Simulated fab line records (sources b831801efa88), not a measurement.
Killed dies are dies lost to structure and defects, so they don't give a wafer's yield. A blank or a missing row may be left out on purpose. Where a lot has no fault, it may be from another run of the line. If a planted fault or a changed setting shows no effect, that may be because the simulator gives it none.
fab line records ; flow sky130
record lots=7; wafers=21; last-day=50
route steps=708 shown SD_N@344 SD_P@359 RES_XHIGH@360 PAD_OPEN@708
lots that met no fault: taken from a fault-free run of the same line
start-h: hours from the record's opening day to when the first of the lot's shown wafers began ; wait-h: how many hours have passed since the lot's step before this one ; " repeats the value in the row above ; L1.1+2: a single row standing in for several wafers ; - value missing, or start not given ; * or withheld: withheld ; < > ~ a bound
route shown NAME@n: names a module that has steps shown in the file, with the first one's number in the route ; usual: mean and standard deviation over wafers with no fault ; same: alike in all rows ; chamber/n: place in a boat ; sites: readings site by site ; _std_site: their standard deviation ; _edge_site: outer sites' mean less inner sites' ; radius-mm: for every site, how far away it sits from the centre of the wafer ; mask NAME#n: copy n ; behind: the tool/chamber that last shaped the wafer ; hold: cause of the lot's hold/its duration in hours/its outcome ; device: which transistor (n, p or np) failed to switch ; end of line: tests run on the same wafers once the route is complete ; where a step has no rows: the recipe by itself ; killed: count of dies lost to structure and defects at first sort (not the wafer's yield) ; map: the dies of a wafer, with x for killed, . for not killed, _ for no die there
set.NAME: setting as actually run; set.NAME@STEP: the setting as run at that earlier step ; model.NAME: the simulator's own value behind a step, which no gauge read
lots at selected steps of the route; one table per step, one row per wafer
services: a tool's chamber out of use, with start hour (start-h, from the record's first day; less than 0 if before it), hours out, and reason
## steps
# step SKY_SD_N_COAT_02
# recipe resist=NOVOLAK; spin-rpm=3000; resist-thk-nm=1140
# step SKY_SD_N_SOFTBAKE_03
# recipe temp-c=90; time-s=60; resist=NOVOLAK
# step SKY_SD_N_EXPOSE_04
# recipe mask-id=NSDM; na=0.6; source-shape=conventional; sigma-outer=0.6; polarization=unpolarized; target-cd-nm=380; dose-mj=141
# step SKY_SD_N_PEB_05
# recipe temp-c=withheld; time-s=*; resist=NOVOLAK
# step SKY_SD_N_DEVELOP_06
# recipe resist=NOVOLAK; developer=TMAH; develop-time-s=60; dev-temp-c=23
# step SKY_SD_N_CD_MEAS_07
# recipe target-cd-nm=380
# usual cd-nm=379.9/2.4
lot.wafer;tool;chamber;start-h;wait-h;cd-nm
L890.1;cd-sem-01;-;702.30;0.1;383.3
L890.3;cd-sem-01;-;702.30;0.1;384.8
L890.5;cd-sem-01;-;702.30;0.1;381.9
L889.1;cd-sem-02;-;704.04;0.1;378.8
L889.2;cd-sem-02;-;704.04;0.1;382.7
L889.5;cd-sem-02;-;704.04;0.1;379.2
L892.1;cd-sem-01;-;716.70;0.1;378.7
L892.2;cd-sem-01;-;716.70;0.1;383.6
L892.5;cd-sem-01;-;716.70;0.1;381.0
L895.1;cd-sem-02;-;733.04;0.1;379.2
L895.5;cd-sem-02;-;733.04;0.1;378.8
L895.6;cd-sem-02;-;733.04;0.1;378.2
L902.2;cd-sem-01;-;792.44;0.1;384.2
L902.3;cd-sem-01;-;792.44;0.1;384.7
L902.5;cd-sem-01;-;792.44;0.1;382.5
L901.1;cd-sem-02;-;796.84;0.1;379.1
L901.4;cd-sem-02;-;796.84;0.1;378.0
L901.6;cd-sem-02;-;796.84;0.1;378.2
L907.4;cd-sem-02;-;823.28;0.1;376.4
L907.5;cd-sem-02;-;823.28;0.1;377.9
L907.6;cd-sem-02;-;823.28;0.1;379.1
# step SKY_SD_N_OVL_MEAS_08
# usual SD_N_OVL=0.1/1.3
lot.wafer;tool;chamber;start-h;wait-h;SD_N_OVL[nm]
L890.1;overlay-01;-;702.42;0.1;1.9
L890.3;overlay-01;-;702.42;0.1;-1.2
L890.5;overlay-01;-;702.42;0.1;-0.3
L889.1;overlay-01;-;704.16;0.1;-1.8
L889.2;overlay-01;-;704.16;0.1;-0.3
L889.5;overlay-01;-;704.16;0.1;-2.1
L892.1;overlay-02;-;716.82;0.1;0.4
L892.2;overlay-02;-;716.82;0.1;-0.5
L892.5;overlay-02;-;716.82;0.1;1.0
L895.1;overlay-01;-;733.16;0.1;2.9
L895.5;overlay-01;-;733.16;0.1;1.5
L895.6;overlay-01;-;733.16;0.1;2.9
L902.2;overlay-01;-;792.55;0.1;0.3
L902.3;overlay-01;-;792.55;0.1;0.9
L902.5;overlay-01;-;792.55;0.1;-0.1
L901.1;overlay-01;-;796.96;0.1;-1.2
L901.4;overlay-01;-;796.96;0.1;-1.6
L901.6;overlay-01;-;796.96;0.1;-1.2
L907.4;overlay-02;-;823.36;0.1;-0.5
L907.5;overlay-02;-;823.36;0.1;-0.3
L907.6;overlay-02;-;823.36;0.1;-1.1
# step SKY_SD_N_IMPLANT_09
# recipe species=As; energy-kev=50; dose-cm2=4e+15; tilt-deg=0
# step SKY_SD_N_IMPLANT_10
# recipe species=P; energy-kev=20; dose-cm2=1e+14; tilt-deg=0
# step SKY_SD_N_STRIP_11
# recipe chemistry=O2/N2; power-w=1400; pressure-mtorr=1500; platen-temp-c=withheld; o2-flow-sccm=3000; n2-flow-sccm=300; overash-fraction=0.5
# usual drypump-motor-current-A=5.8/0.43; oes-product-au=0.527/0.0047; strip-time-to-endpoint-s=22.56/0.045
lot.wafer;tool;chamber;start-h;wait-h;drypump-motor-current-A;oes-product-au;rf-hours-counter-h;strip-time-to-endpoint-s
L890.1;plasma-asher-03;1;702.76;0.1;5.9;0.532;104;22.65
L890.3;plasma-asher-03;1;702.76;0.1;5.8;0.521;-;22.64
L890.5;plasma-asher-03;1;702.76;0.1;5.8;0.529;-;22.65
L889.1;plasma-asher-01;1;704.50;0.1;6.3;0.523;25;22.54
L889.2;plasma-asher-01;0;704.50;0.1;4.9;0.528;25;22.55
L889.5;plasma-asher-01;1;704.50;0.1;6.3;0.533;-;22.56
L892.1;plasma-asher-03;1;717.16;0.1;5.8;0.530;105;22.58
L892.2;plasma-asher-03;0;717.16;0.1;5.6;0.523;105;22.56
L892.5;plasma-asher-03;1;717.16;0.1;5.8;0.534;-;22.59
L895.1;plasma-asher-01;1;733.50;0.1;6.3;0.526;28;22.55
L895.5;plasma-asher-01;1;733.50;0.1;6.3;0.522;-;22.53
L895.6;plasma-asher-01;0;733.50;0.1;4.9;0.522;-;22.51
L902.2;plasma-asher-03;1;792.88;0.1;5.8;0.529;5;22.53
L902.3;plasma-asher-03;0;792.88;0.1;5.6;0.526;-;22.56
L902.5;plasma-asher-03;1;792.88;0.1;5.8;0.520;-;22.55
L901.1;plasma-asher-04;0;797.30;0.1;6.4;0.531;98;22.50
L901.4;plasma-asher-04;0;797.30;0.1;6.4;0.527;-;22.51
L901.6;plasma-asher-04;0;797.30;0.1;6.4;0.533;-;22.54
L907.4;plasma-asher-03;0;823.71;0.1;5.7;0.529;-;22.54
L907.5;plasma-asher-03;0;823.71;0.1;5.6;0.516;-;22.50
L907.6;plasma-asher-03;1;823.71;0.1;5.8;0.528;-;22.49
# step SKY_SD_N_TW_MEAS_12
# usual SD_N_TW=3986/51
lot.wafer;tool;chamber;start-h;wait-h;SD_N_TW
L890.1;film-metro-02;-;702.86;0.1;4050
L890.3;film-metro-02;-;702.86;0.1;4057
L890.5;film-metro-02;-;702.86;0.1;4066
L889.1;film-metro-03;-;704.60;0.1;3937
L889.2;film-metro-03;-;704.60;0.1;3942
L889.5;film-metro-03;-;704.60;0.1;3944
L892.1;film-metro-03;-;717.26;0.1;3916
L892.2;film-metro-03;-;717.26;0.1;3916
L892.5;film-metro-03;-;717.26;0.1;3922
L895.1;film-metro-02;-;733.60;0.1;4013
L895.5;film-metro-02;-;733.60;0.1;4021
L895.6;film-metro-02;-;733.60;0.1;4028
L902.2;film-metro-03;-;792.99;0.1;3926
L902.3;film-metro-03;-;792.99;0.1;3939
L902.5;film-metro-03;-;792.99;0.1;3956
L901.1;film-metro-02;-;797.40;0.1;4054
L901.4;film-metro-02;-;797.40;0.1;4035
L901.6;film-metro-02;-;797.40;0.1;4039
L907.4;film-metro-03;-;823.81;0.1;3997
L907.5;film-metro-03;-;823.81;0.1;3974
L907.6;film-metro-03;-;823.81;0.1;3957
# step SKY_SD_N_CLEAN_13
# recipe chemistry=SC1/SC2; mix=1:4:20; temp-c=70; time-s=150; dry=n2-spin
# step SKY_SD_N_RTA_14
# recipe temp-c=1075; time-s=2; idle-temp-c=650; ramp-up-c-per-s=150; ramp-down-c-per-s=90; ambient=N2
# usual lamp-power-pct=15.74/0.047; ramp-up-c-per-s=150.00/0.029; wafer_temp_C_max=1078.0/1.3
lot.wafer;tool;chamber;start-h;wait-h;lamp-power-pct;ramp-up-c-per-s;wafer_temp_C_max
L890.1;rtp-anneal-01;0;702.97;0.0;15.73;150.02;1078.4
L890.3;rtp-anneal-01;0;702.97;0.0;15.70;150.04;1077.0
L890.5;rtp-anneal-01;0;702.97;0.0;15.74;150.05;1080.1
L889.1;rtp-anneal-01;0;704.71;0.0;15.23;149.98;1077.5
L889.2;rtp-anneal-01;0;704.71;0.0;15.27;150.01;1079.9
L889.5;rtp-anneal-01;0;704.71;0.0;15.27;149.97;1078.9
L892.1;rtp-anneal-01;0;717.37;0.0;15.25;150.00;1076.9
L892.2;rtp-anneal-01;0;717.37;0.0;15.20;150.02;1075.7
L892.5;rtp-anneal-01;0;717.37;0.0;15.21;150.00;1078.6
L895.1;rtp-anneal-01;0;733.71;0.0;15.26;150.06;1080.2
L895.5;rtp-anneal-01;0;733.71;0.0;15.25;149.97;1079.1
L895.6;rtp-anneal-01;0;733.71;0.0;15.28;150.06;1077.8
L902.2;rtp-anneal-01;0;793.10;0.0;15.78;150.00;1077.6
L902.3;rtp-anneal-01;0;793.10;0.0;15.78;150.01;1079.1
L902.5;rtp-anneal-01;0;793.10;0.0;15.67;150.01;1078.7
L901.1;rtp-anneal-02;0;797.51;0.0;15.72;150.00;1078.1
L901.4;rtp-anneal-02;0;797.51;0.0;15.67;149.98;1079.2
L901.6;rtp-anneal-02;0;797.51;0.0;15.70;150.04;1076.3
L907.4;rtp-anneal-01;0;823.92;0.0;15.75;149.99;1078.3
L907.5;rtp-anneal-01;0;823.92;0.0;15.63;150.04;1078.1
L907.6;rtp-anneal-01;0;823.92;0.0;15.79;149.98;1080.2
# step SKY_SD_N_RS_MEAS_16
# recipe thk-meas-gauge=four-point-probe
# usual SD_N_RS=68.57/0.11
lot.wafer;tool;chamber;start-h;wait-h;SD_N_RS[ohm/sq]
L890.1;film-metro-02;-;703.14;0.1;68.71
L890.3;film-metro-02;-;703.14;0.1;68.61
L890.5;film-metro-02;-;703.14;0.1;68.63
L889.1;film-metro-03;-;704.88;0.1;71.03
L889.2;film-metro-03;-;704.88;0.1;70.79
L889.5;film-metro-03;-;704.88;0.1;70.86
L892.1;film-metro-03;-;717.54;0.1;71.01
L892.2;film-metro-03;-;717.54;0.1;70.91
L892.5;film-metro-03;-;717.54;0.1;70.92
L895.1;film-metro-01;-;733.88;0.1;70.79
L895.5;film-metro-01;-;733.88;0.1;70.89
L895.6;film-metro-01;-;733.88;0.1;70.97
L902.2;film-metro-02;-;793.28;0.1;68.62
L902.3;film-metro-02;-;793.28;0.1;68.29
L902.5;film-metro-02;-;793.28;0.1;68.53
L901.1;film-metro-02;-;797.69;0.1;68.44
L901.4;film-metro-02;-;797.69;0.1;68.56
L901.6;film-metro-02;-;797.69;0.1;68.52
L907.4;film-metro-02;-;824.13;0.1;68.62
L907.5;film-metro-02;-;824.13;0.1;68.59
L907.6;film-metro-02;-;824.13;0.1;68.76
# step SKY_SD_N_RS_MEAS_17
# recipe thk-meas-gauge=four-point-probe
# usual SD_P_RS=147.1/0.37
lot.wafer;tool;chamber;start-h;wait-h;SD_P_RS[ohm/sq]
L890.1;film-metro-02;-;703.26;0.1;147.3
L890.3;film-metro-02;-;703.26;0.1;147.6
L890.5;film-metro-02;-;703.26;0.1;148.2
L889.1;film-metro-03;-;705.00;0.1;160.0
L889.2;film-metro-03;-;705.00;0.1;159.9
L889.5;film-metro-03;-;705.00;0.1;160.2
L892.1;film-metro-03;-;717.66;0.1;159.8
L892.2;film-metro-03;-;717.66;0.1;160.3
L892.5;film-metro-03;-;717.66;0.1;159.9
L895.1;film-metro-01;-;734.00;0.1;160.2
L895.5;film-metro-01;-;734.00;0.1;160.3
L895.6;film-metro-01;-;734.00;0.1;160.1
L902.2;film-metro-02;-;793.40;0.1;146.9
L902.3;film-metro-02;-;793.40;0.1;146.6
L902.5;film-metro-02;-;793.40;0.1;146.8
L901.1;film-metro-02;-;797.81;0.1;147.1
L901.4;film-metro-02;-;797.81;0.1;147.1
L901.6;film-metro-02;-;797.81;0.1;147.0
L907.4;film-metro-02;-;824.25;0.1;146.8
L907.5;film-metro-02;-;824.25;0.1;146.7
L907.6;film-metro-02;-;824.25;0.1;147.2
# step SKY_SD_N_RS_MEAS_18
# recipe thk-meas-gauge=four-point-probe
# usual RES_XHIGH_RS=333.3/1.3
lot.wafer;tool;chamber;start-h;wait-h;RES_XHIGH_RS[ohm/sq]
L890.1;film-metro-02;-;703.38;0.1;332.9
L890.3;film-metro-02;-;703.38;0.1;331.3
L890.5;film-metro-02;-;703.38;0.1;332.2
L889.1;film-metro-03;-;705.12;0.1;333.3
L889.2;film-metro-03;-;705.12;0.1;332.9
L889.5;film-metro-03;-;705.12;0.1;332.8
L892.1;film-metro-03;-;717.78;0.1;333.8
L892.2;film-metro-03;-;717.78;0.1;333.9
L892.5;film-metro-03;-;717.78;0.1;334.3
L895.1;film-metro-01;-;734.12;0.1;335.3
L895.5;film-metro-01;-;734.12;0.1;335.8
L895.6;film-metro-01;-;734.12;0.1;335.4
L902.2;film-metro-02;-;793.52;0.1;332.1
L902.3;film-metro-02;-;793.52;0.1;333.2
L902.5;film-metro-02;-;793.52;0.1;332.9
L901.1;film-metro-02;-;797.93;0.1;333.2
L901.4;film-metro-02;-;797.93;0.1;333.4
L901.6;film-metro-02;-;797.93;0.1;333.6
L907.4;film-metro-02;-;824.37;0.1;331.8
L907.5;film-metro-02;-;824.37;0.1;333.3
L907.6;film-metro-02;-;824.37;0.1;332.5
# step SKY_PAD_OPEN_PROBE_99
# usual killed_at_M0_to_M3=43/7; killed_at_M4_up=3.4/1.9; killed-at-contacts=24/5.4; killed-at-front-end=15/4.4; killed-at-other=0.4/0.63; killed-dies=86/9.1; killed-on-rim=16/3.5; killed-open=46/6.6; killed-short=39/6.6
# same gross-dies=492; killed-at-back-side=0
lot.wafer;tool;chamber;start-h;wait-h;killed_at_M0_to_M3;killed_at_M4_up;killed-at-contacts;killed-at-front-end;killed-at-other;killed-dies;killed-on-rim;killed-open;killed-short;model.etest.res-xhigh-po.line-ohm-um;model.etest.res-xhigh-po.rs-ohm-sq;model.etest.pfet_01v8.r-on-ohm-um;model.etest.res-pdiff.line-ohm-um;model.etest.res-high-po.line-ohm-um;model.etest.licon-high-po.rc-ohm;model.etest.licon-pdiff.rc-ohm;model.etest.res-ndiff.line-ohm-um
L890.1;prober-02;-;1118.69;0.1;45;2;26;15;0;88;20;47;41;5610;1982;2898;1376;746.7;350.5;615.2;746.1
L890.3;prober-02;-;1118.79;0.2;33;6;22;22;0;83;18;35;47;5676;1982;2968;1379;752.1;355.7;581.2;750.4
L890.5;prober-02;-;1118.89;0.2;30;4;36;12;0;82;20;44;38;5792;2012;2887;1377;767.7;372.2;622.3;759.6
L889.1;prober-02;-;1121.14;0.1;58;1;25;14;0;98;20;49;49;6094;2148;2956;1457;795.5;403.1;637.4;789.7
L889.2;prober-02;-;1121.19;0.1;43;4;29;8;1;85;25;44;41;6349;2204;2939;1491;812.4;424.3;632.6;809
L889.5;prober-02;-;1121.34;0.2;48;1;18;11;1;79;21;48;31;6663;2308;2968;1493;820.6;440.5;621.9;805.5
L892.1;prober-02;-;1129.42;0.1;47;5;16;15;1;84;16;38;46;6618;2330;2994;1449;851.8;423.5;623.4;801.4
L892.2;prober-02;-;1129.47;0.1;38;4;24;15;0;81;14;35;46;6877;2405;3080;1471;860.7;436.6;617.3;812.7
L892.5;prober-02;-;1129.62;0.2;41;4;33;14;1;93;15;55;38;6528;2276;3040;1463;839.2;435.5;626.6;793.6
L895.1;prober-02;-;1136.46;0.1;40;1;29;13;0;83;15;46;37;6352;2241;3021;1525;810.7;401.1;578.8;812.4
L895.5;prober-02;-;1136.66;0.2;49;3;30;14;0;96;12;51;45;6524;2306;3029;1515;841.2;422.4;616.2;800.8
L895.6;prober-02;-;1136.71;0.2;45;1;20;22;0;88;18;54;34;6697;2408;3080;1498;864.1;419.8;589.7;798.5
L902.2;prober-02;-;1181.50;0.1;57;1;24;14;1;97;19;46;50;5890;2085;2956;1355;758;368.4;567.2;745.9
L902.3;prober-02;-;1181.55;0.2;52;5;25;11;0;93;17;50;43;5761;2009;2954;1360;744.1;347.1;557.7;757.4
L902.5;prober-02;-;1181.65;0.2;51;3;29;15;1;99;14;45;53;5671;1987;2952;1367;744.6;343.8;566.8;746.3
L901.1;prober-01;-;1182.95;0.1;37;4;21;23;1;86;20;51;35;5707;1998;2897;1375;751.9;340;576.2;775.9
L901.4;prober-01;-;1183.10;0.2;42;4;26;23;0;95;22;52;43;6103;2122;2868;1397;764.6;353;568.7;754.2
L901.6;prober-01;-;1183.20;0.2;28;5;21;19;0;73;10;41;32;5930;2086;2900;1409;746.9;357.6;571.6;770.3
L907.4;prober-02;-;1201.17;0.2;47;7;23;16;1;94;18;44;49;5664;1992;2760;1374;760;355.2;595.9;740
L907.5;prober-02;-;1201.22;0.2;44;1;30;15;1;91;19;52;39;5750;1976;2812;1399;741.5;359.2;610.9;758.5
L907.6;prober-02;-;1201.27;0.2;45;8;30;17;1;101;23;52;48;5633;1976;2820;1378;753.2;348.7;588.2;738.6
# killed by level:class
L890.1 CONTACT:geometric-particle:open=10 VIA1:geometric-particle:open=9 METAL2:geometric-particle:short=7 VIA2:geometric-particle:open=6 LOCAL_INTERCONNECT:geometric-particle:short=6 LI_CONTACT:geometric-particle:open=5 METAL1:geometric-particle:short=4 VIA3:geometric-particle:short=4
L890.3 POLY_GATE:geometric-particle:short=7 FIELD_ISO:geometric-particle:open=6 VIA2:geometric-particle:open=6 LI_CONTACT:geometric-particle:open=5 CONTACT:geometric-particle:open=5 VIA1:geometric-particle:short=5 METAL2:geometric-particle:short=5 VIA3:geometric-particle:open=5
L890.5 CONTACT:geometric-particle:open=16 LI_CONTACT:geometric-particle:open=9 METAL1:geometric-particle:short=8 CONTACT:geometric-particle:short=5 FIELD_ISO:geometric-particle:open=4 LOCAL_INTERCONNECT:geometric-particle:short=4 METAL2:geometric-particle:short=4 VIA2:geometric-particle:open=4
L889.1 VIA1:geometric-particle:open=13 VIA3:geometric-particle:open=10 LOCAL_INTERCONNECT:geometric-particle:short=8 CONTACT:geometric-particle:open=6 METAL1:geometric-particle:short=6 METAL2:geometric-particle:short=6 VIA2:geometric-particle:open=6 VIA1:geometric-particle:short=5
L889.2 CONTACT:geometric-particle:open=19 VIA1:geometric-particle:open=8 METAL3:geometric-particle:short=6 METAL1:geometric-particle:short=5 LI_CONTACT:geometric-particle:open=5 VIA1:geometric-particle:short=5 METAL2:geometric-particle:short=5 FIELD_ISO:geometric-particle:short=4
L889.5 VIA1:geometric-particle:open=15 VIA3:geometric-particle:open=9 VIA2:geometric-particle:open=6 LOCAL_INTERCONNECT:geometric-particle:short=5 METAL3:geometric-particle:short=5 FIELD_ISO:geometric-particle:open=4 LI_CONTACT:geometric-particle:open=4 CONTACT:geometric-particle:open=4
L892.1 VIA3:geometric-particle:open=11 VIA1:geometric-particle:open=7 METAL2:geometric-particle:short=7 METAL1:geometric-particle:short=6 CONTACT:geometric-particle:open=5 FIELD_ISO:geometric-particle:short=4 LOCAL_INTERCONNECT:geometric-particle:short=4 VIA2:geometric-particle:short=4
L892.2 CONTACT:geometric-particle:open=7 METAL1:geometric-particle:short=7 CONTACT:geometric-particle:short=6 VIA1:geometric-particle:open=5 METAL2:geometric-particle:short=5 VIA2:geometric-particle:open=5 LI_CONTACT:geometric-particle:short=4 VIA1:geometric-particle:short=4
L892.5 VIA1:geometric-particle:open=11 CONTACT:geometric-particle:open=9 LI_CONTACT:geometric-particle:open=8 VIA2:geometric-particle:open=8 LOCAL_INTERCONNECT:geometric-particle:short=5 CONTACT:geometric-particle:short=5 METAL2:geometric-particle:short=5 METAL1:geometric-particle:short=5
L895.1 LI_CONTACT:geometric-particle:open=12 VIA1:geometric-particle:open=10 VIA1:geometric-particle:short=8 CONTACT:geometric-particle:open=7 VIA2:geometric-particle:open=6 METAL1:geometric-particle:short=5 CONTACT:geometric-particle:short=4 POLY_GATE:geometric-particle:open=3
L895.5 LI_CONTACT:geometric-particle:open=12 VIA2:geometric-particle:open=10 METAL1:geometric-particle:short=8 CONTACT:geometric-particle:short=6 CONTACT:geometric-particle:open=6 VIA3:geometric-particle:open=6 VIA2:geometric-particle:short=5 VIA1:geometric-particle:open=5
L895.6 VIA1:geometric-particle:open=11 VIA3:geometric-particle:open=10 CONTACT:geometric-particle:open=9 FIELD_ISO:geometric-particle:short=6 VIA2:geometric-particle:open=6 FIELD_ISO:geometric-particle:open=5 POLY_GATE:geometric-particle:open=5 VIA1:geometric-particle:short=5
L902.2 VIA1:geometric-particle:open=11 VIA1:geometric-particle:short=9 VIA3:geometric-particle:open=8 CONTACT:geometric-particle:open=8 METAL1:geometric-particle:short=8 CONTACT:geometric-particle:short=7 VIA2:geometric-particle:open=6 POLY_GATE:geometric-particle:short=5
L902.3 VIA3:geometric-particle:open=10 VIA1:geometric-particle:open=9 VIA2:geometric-particle:open=9 LI_CONTACT:geometric-particle:open=8 CONTACT:geometric-particle:short=7 METAL2:geometric-particle:short=7 CONTACT:geometric-particle:open=6 METAL1:geometric-particle:short=4
L902.5 METAL2:geometric-particle:short=13 LI_CONTACT:geometric-particle:open=8 CONTACT:geometric-particle:short=7 VIA1:geometric-particle:open=7 VIA2:geometric-particle:open=6 LI_CONTACT:geometric-particle:short=5 CONTACT:geometric-particle:open=5 VIA3:geometric-particle:open=5
L901.1 VIA2:geometric-particle:open=10 CONTACT:geometric-particle:open=9 VIA3:geometric-particle:open=7 FIELD_ISO:geometric-particle:open=6 LI_CONTACT:geometric-particle:open=6 VIA1:geometric-particle:open=5 FIELD_ISO:geometric-particle:short=4 POLY_GATE:geometric-particle:open=4
L901.4 CONTACT:geometric-particle:open=10 LI_CONTACT:geometric-particle:open=8 METAL1:geometric-particle:short=8 VIA1:geometric-particle:open=7 VIA3:geometric-particle:open=7 POLY_GATE:geometric-particle:open=6 POLY_GATE:geometric-particle:short=6 METAL2:geometric-particle:short=5
L901.6 CONTACT:geometric-particle:open=9 POLY_GATE:geometric-particle:open=8 VIA2:geometric-particle:open=7 POLY_GATE:geometric-particle:short=4 CONTACT:geometric-particle:short=4 VIA1:geometric-particle:open=4 FIELD_ISO:geometric-particle:open=3 METAL4:geometric-particle:short=3
L907.4 CONTACT:geometric-particle:open=10 VIA1:geometric-particle:open=7 LI_CONTACT:geometric-particle:open=6 METAL2:geometric-particle:short=6 VIA2:geometric-particle:short=6 METAL4:geometric-particle:short=6 FIELD_ISO:geometric-particle:short=5 METAL1:geometric-particle:short=5
L907.5 LI_CONTACT:geometric-particle:open=11 VIA1:geometric-particle:open=10 CONTACT:geometric-particle:open=7 LOCAL_INTERCONNECT:geometric-particle:short=7 METAL1:geometric-particle:short=7 VIA3:geometric-particle:open=6 FIELD_ISO:geometric-particle:short=5 VIA1:geometric-particle:short=5
L907.6 VIA1:geometric-particle:open=12 CONTACT:geometric-particle:short=11 CONTACT:geometric-particle:open=9 VIA3:geometric-particle:open=7 METAL1:geometric-particle:short=6 POLY_GATE:geometric-particle:open=5 VIA1:geometric-particle:short=5 METAL4:geometric-particle:short=5
## services
tool;chamber;start-h;hours;kind
plasma-asher-01;-;683.63;1.3;repair
plasma-asher-03;-;733.75;9.0;pm
plasma-asher-03;0;733.75;9.0;vent-cycle
plasma-asher-03;1;733.75;9.0;vent-cycle
plasma-asher-03;0;742.75;-;clean
plasma-asher-03;1;742.75;-;clean
plasma-asher-01;-;755.65;2.3;repair
## key
first-sign step=SKY_SD_N_RTA_14; reading=lamp-power-pct; direction=down; sigmas=10; usual=15.74; struck=15.25
effect step=SKY_SD_N_RS_MEAS_16; reading=SD_N_RS; direction=up; sigmas=22; usual=68.57; struck=70.91
effect step=SKY_SD_N_RS_MEAS_17; reading=SD_P_RS; direction=up; sigmas=35; usual=147.1; struck=160.1
model-effect step=SKY_PAD_OPEN_PROBE_99; value=etest.res-xhigh-po.line-ohm-um; without=5658; struck=6522
met-at SKY_SD_N_RTA_14
struck-wafers L889.1,L889.2,L889.5,L892.1,L892.2,L892.5,L895.1,L895.5,L895.6
tester-left-out L889,L892,L895
onset-between 702.97 704.71
fault kind=process-parameter-drift; tool=rtp-anneal-01; chamber=-; onset-h=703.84; steps=SKY_SD_N_RTA_14; channel=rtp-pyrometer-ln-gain; offset=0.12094; shape=step; end-h=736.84
# tester-left-out: of these lots the tester's yield and bins aren't shown, on N5 and GAA mostly nor the transistor test; their killed dies are dies lost to structure and defects alone, not to doping, threshold or leakage, so they don't give the yield
